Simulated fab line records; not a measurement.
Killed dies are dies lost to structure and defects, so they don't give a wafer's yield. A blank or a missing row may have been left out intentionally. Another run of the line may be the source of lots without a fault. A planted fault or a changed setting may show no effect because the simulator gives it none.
Code-filled problem report in 8D (eight disciplines) form	flow sky130	the parts of the form that need people (team, actions taken, sign-off) are left out

## 1. WHAT IS WRONG
At SKY_LDD_HVP_IMPLANT_08, beam-energy-keV averages 21.118 over 6 wafers from 2 lots, while fault-free wafers read 19.999, standard deviation 0.0056. So: +99 or more standard deviations from the usual mean.
Earliest sighting: wafer L941.2 on implanter-03 at day 27 22:44. The record has a number at this step for 42 wafers belonging to 14 lots. The rule behind "out" and "out of limits": a value lying over 4 standard deviations away from the usual mean. The other wafers with a number count as sound.

## 2. WHAT IT IS AND WHAT IT IS NOT
question	is	is not
which readings at this step	beam-energy-keV	-
which lots	L941, L942	L924, L925, L928, L929, L930, L932, L933, L934, L937, L938, L939, L940
which wafers of those lots	all that have a number	-
read on which tools	implanter-03	implanter-01, implanter-04
when	from day 27 22:44	up to then (36 sound wafers)

## 3. THE SUSPECTS, EACH WITH WHAT RULES IT OUT
Counting: any tool at a process step up to the reading is kept as a suspect provided that every lot that is out went through it and no sound lot did after the first of them.
- implanter-03 at SKY_LDD_HVP_IMPLANT_08: kept. All lots that are out passed through it, beginning with L941 at day 27 22:44, and no sound lot followed; its final sound lot before that point was L938 at day 26 23:44. Its own beam-energy-keV readings are out on those wafers.
After counting, what remains is implanter-03 at SKY_LDD_HVP_IMPLANT_08.

## 4. THE CAUSE (what the simulator had put in)
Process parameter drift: implanter-03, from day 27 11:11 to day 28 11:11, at SKY_LDD_HVP_IMPLANT_08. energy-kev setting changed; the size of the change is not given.
Counting left only this tool.

## 5. THE EFFECT CHAIN, in route order
Each row: a reading where the mean over the struck wafers with a number is more than 3 standard deviations away from the usual. Only readings for which the record gives a usual standard deviation are gone through. hours: the time from each lot's start at the first step in this table that gives one to its start at this step, as a median over the lots. sigmas: the change in usual standard deviations.
hours	step	reading	usual	on struck wafers	change	sigmas
0	SKY_LDD_HVP_IMPLANT_08	beam-energy-keV	19.999	21.118	+1.119	+99 or more
The process steps in it:
- SKY_LDD_HVP_IMPLANT_08
Later steps that measure or inspect, where all struck wafers having a row at the step show a number for every such reading and not one has moved that far: SKY_RES_XHIGH_TW_MEAS_09.

## 6. HOW IT WOULD HAVE BEEN CAUGHT EARLIER
12 hours passed between the start of the fault at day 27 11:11 and the first reading out of limits in this record, taken at day 27 22:44.
